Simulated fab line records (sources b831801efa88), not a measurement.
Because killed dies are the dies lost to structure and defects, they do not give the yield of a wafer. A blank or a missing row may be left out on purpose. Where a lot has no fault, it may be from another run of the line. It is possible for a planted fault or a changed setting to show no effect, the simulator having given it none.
Which tool did it?    flow sky130    13 lots with 39 wafers sampled at 2 steps, on a route of 708 steps

WHAT THE GAUGES READ, wafer by wafer
SKY_RES_XHIGH_TW_MEAS_09.
lot   measured      on             RES_XHIGH_TW
L662  day 26 21:25  film-metro-04  1622 1625 1628
L664  day 27 19:23  film-metro-03  1648 1648 1635
L665  day 28 06:53  film-metro-03  1636 1640 1635
L666  day 28 14:32  film-metro-03  1640 1644 1633
L669  day 29 17:35  film-metro-02  1622 1619 1615
L670  day 29 21:23  film-metro-02  1619 1618 1632
L671  day 30 05:46  film-metro-04  1621 1627 1630
L672  day 30 13:59  film-metro-04  1627 1621 1625
L675  day 31 17:51  film-metro-02  30 30 30
L681  day 33 15:32  film-metro-03  1646 1642 1644
L682  day 33 22:51  film-metro-02  1626 1633 1640
L683  day 34 01:52  film-metro-02  1628 1641 1644
L684  day 34 09:27  film-metro-04  1623 1618 1614

WHAT TOOL EACH LOT RAN ON (gives the tool, then ch and the chambers of the sampled wafers, and finally the start)
lot   SKY_RES_XHIGH_EXPOSE_04
L662  iline-stepper-02 ch 0, day 26 07:02
L664  iline-stepper-01 ch 0, day 27 04:56
L665  iline-stepper-02 ch 0, day 27 17:27
L666  iline-stepper-01 ch 0, day 28 00:32
L669  iline-stepper-02 ch 0, day 29 04:16
L670  iline-stepper-02 ch 0, day 29 08:26
L671  iline-stepper-01 ch 0, day 29 15:28
L672  iline-stepper-01 ch 0, day 29 23:25
L675  iline-stepper-02 ch 0, day 31 04:08
L681  iline-stepper-02 ch 0, day 33 01:50
L682  iline-stepper-02 ch 0, day 33 09:03
L683  iline-stepper-01 ch 0, day 33 12:04
L684  iline-stepper-02 ch 0, day 33 20:57
- SKY_RES_XHIGH_EXPOSE_04: exposes mask URPM, target cd 1270 nm.

WHAT THE TOOLS THEMSELVES READ (means of the sampled wafers that have a number; where no wafer has one, the mark that the record gives instead)
SKY_RES_XHIGH_EXPOSE_04.
lot   tool              reticle-temp-C (C)
L662  iline-stepper-02  23.00
L664  iline-stepper-01  23.05
L665  iline-stepper-02  23.05
L666  iline-stepper-01  22.96
L669  iline-stepper-02  23.05
L670  iline-stepper-02  22.93
L671  iline-stepper-01  22.92
L672  iline-stepper-01  22.87
L675  iline-stepper-02  22.90
L681  iline-stepper-02  22.96
L682  iline-stepper-02  22.98
L683  iline-stepper-01  22.85
L684  iline-stepper-02  23.08

THE ANSWER, worked out from the rows above alone
Rule: what is usual is taken from the lots themselves. The widest of any qualifying gaps counts: lots, ordered by their means at a reading, are off when they make up no more than a third of the lots, leave a main group of 4 or more, and stand apart from it by 3 or more times the standard deviation of that group's means. If all means in a main group match to the digits the tables above print for the reading, that group is not used. A lot without any number at a reading at which 4 lots or more have one is off too. All remaining lots with rows at the step are treated as sound. After the gauges, taken in route order, come the tools' own readings; for these a lot's mean is taken, as printed above. At the first step where some lot is off, the reading lying furthest off is the one used; lots without a number count as furthest.
Off: L675, at SKY_RES_XHIGH_TW_MEAS_09 (RES_XHIGH_TW). The main group has a mean of 1631 with a standard deviation of 8.9.
A tool fits if, at a process step before that reading, it ran every lot that is off, and no sound lot after the first of them. Those tools and the gauges at SKY_RES_XHIGH_TW_MEAS_09 are tried in the same way. Of those tried, none fits.

WHAT WAS PUT IN BY THE SIMULATOR
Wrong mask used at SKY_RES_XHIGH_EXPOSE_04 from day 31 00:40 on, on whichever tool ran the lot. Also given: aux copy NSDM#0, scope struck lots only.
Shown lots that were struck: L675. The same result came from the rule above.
